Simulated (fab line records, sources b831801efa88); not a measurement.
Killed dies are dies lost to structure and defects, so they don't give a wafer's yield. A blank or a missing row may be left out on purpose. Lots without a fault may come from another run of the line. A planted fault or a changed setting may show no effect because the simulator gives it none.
A struck lot beside a sound one | flow sky130 | 15 steps out of a route of 708
Sound: wafers L261.4, L261.5, L261.6. Struck: wafers L264.1, L264.3, L264.5. The cause comes at the end.
At each step with rows: each side's tool, then ch and its chambers, then its first start. Under that, the readings that differ: sound wafers | struck wafers | difference of the means | sigmas: that difference in standard deviations of wafers without a fault.
alike: readings whose means differ by less than 2 such deviations, and words and numbers that are the same on both sides. not compared: withheld readings, readings that some wafer has no value for, bounds like >300 that may hide the same value, and numbers for which the record gives no deviation and whose values overlap.
The two part at a step that has a row with sigmas, a row that says differs or no value, or rows on one side only. Numbers that don't overlap but have no deviation are shown without sigmas and don't part them. A reading that every wafer of one side lacks parts them only if that side has two wafers or more.

first, 8 steps without rows for these wafers: SKY_POLY_GATE_DEHYDRATE_05 (time 60 s); SKY_POLY_GATE_HMDS_06 (prime time 60 s); SKY_POLY_GATE_COAT_07 (resist thk 110 nm); SKY_POLY_GATE_COAT_08 (resist thk 450 nm); SKY_POLY_GATE_SOFTBAKE_09 (time 90 s); SKY_POLY_GATE_EXPOSE_10 (exposes mask P1M, target cd 150 nm); SKY_POLY_GATE_PEB_11; SKY_POLY_GATE_DEVELOP_12 (develop time 60 s).
SKY_POLY_GATE_CD_MEAS_13: target cd 150 nm.
  sound on cd_sem-02, day 17 14:10; struck on cd_sem-02, day 19 00:24
  alike: cd_nm
SKY_POLY_GATE_OVL_MEAS_14:
  sound on overlay-01, day 17 14:14; struck on overlay-01, day 19 00:31
  alike: POLY_GATE_OVL
SKY_POLY_GATE_ETCH_15: etches BARC in N2/H2, stops on SiO2, time 118.5 s, target depth 110 nm.
  sound on rie_diel-04 ch 0,1, day 17 14:16; struck on rie_diel-02 ch 1,2, day 19 00:34
  alike: bias_w, chamber_pressure_mTorr, drypump_motor_current_A, oes_product_au, throttle_valve_pct
  not compared: rf_hours_counter_h
SKY_POLY_GATE_ETCH_16: etches Si3N4 in CH3F/O2, stops on poly-Si, time 147.5 s, target depth 75 nm.
  sound on rie_diel-04 ch 0,1, day 17 14:20; struck on rie_diel-02 ch 1,2, day 19 00:38
  alike: O2_flow_sccm, bias_w, drypump_motor_current_A, oes_product_au, throttle_valve_pct
  not compared: rf_hours_counter_h
SKY_POLY_GATE_ETCH_17: etches poly-Si in HBr/Cl2, stops on SiO2, target depth 180 nm, time 70.5 s.
  sound on rie_si-01 ch 0,1,3, day 17 14:26; struck on rie_si-02 ch 1,2,3, day 19 00:44
  no value came back on the struck wafers for any of 5 readings (HBr_flow_sccm (sccm), bias_w (W) and others); on the sound wafers HBr_flow_sccm (sccm) reads 150.1 149.1 150.7
  reading                                          | sound             | struck            | difference | sigmas
  model.KrF-thick_of_POLY_GATE_COAT_08.thk_nm (nm) | 136.2 133.5 137.2 | 234.8 232.5 235.2 | +98.5      |
  not compared: rf_hours_counter_h
SKY_POLY_GATE_STRIP_18: strips in O2/N2.
  sound on plasma_asher-04 ch 0,1, day 17 14:32; struck on plasma_asher-02 ch 0,1, day 19 00:48
  reading                      | sound             | struck            | difference | sigmas
  drypump_motor_current_A (A)  | 5.99 5.97 5.88    | 5.38 5.31 5.41    | -0.58      | -2
  oes_product_au (a.u.)        | 0.357 0.352 0.364 | 0.396 0.402 0.396 | +0.040     | +8
  strip_time_to_endpoint_s (s) | 3.13 3.10 3.13    | 4.18 4.16 4.20    | +1.06      | +29
  not compared: rf_hours_counter_h
then, 1 step without rows for these wafers: SKY_POLY_GATE_CLEAN_19 (cleans in SC1/SC2, time 150 s).

WHERE THEY PART
First at SKY_POLY_GATE_ETCH_17; last, within this record, at SKY_POLY_GATE_STRIP_18.

WHY: what the simulator had put in
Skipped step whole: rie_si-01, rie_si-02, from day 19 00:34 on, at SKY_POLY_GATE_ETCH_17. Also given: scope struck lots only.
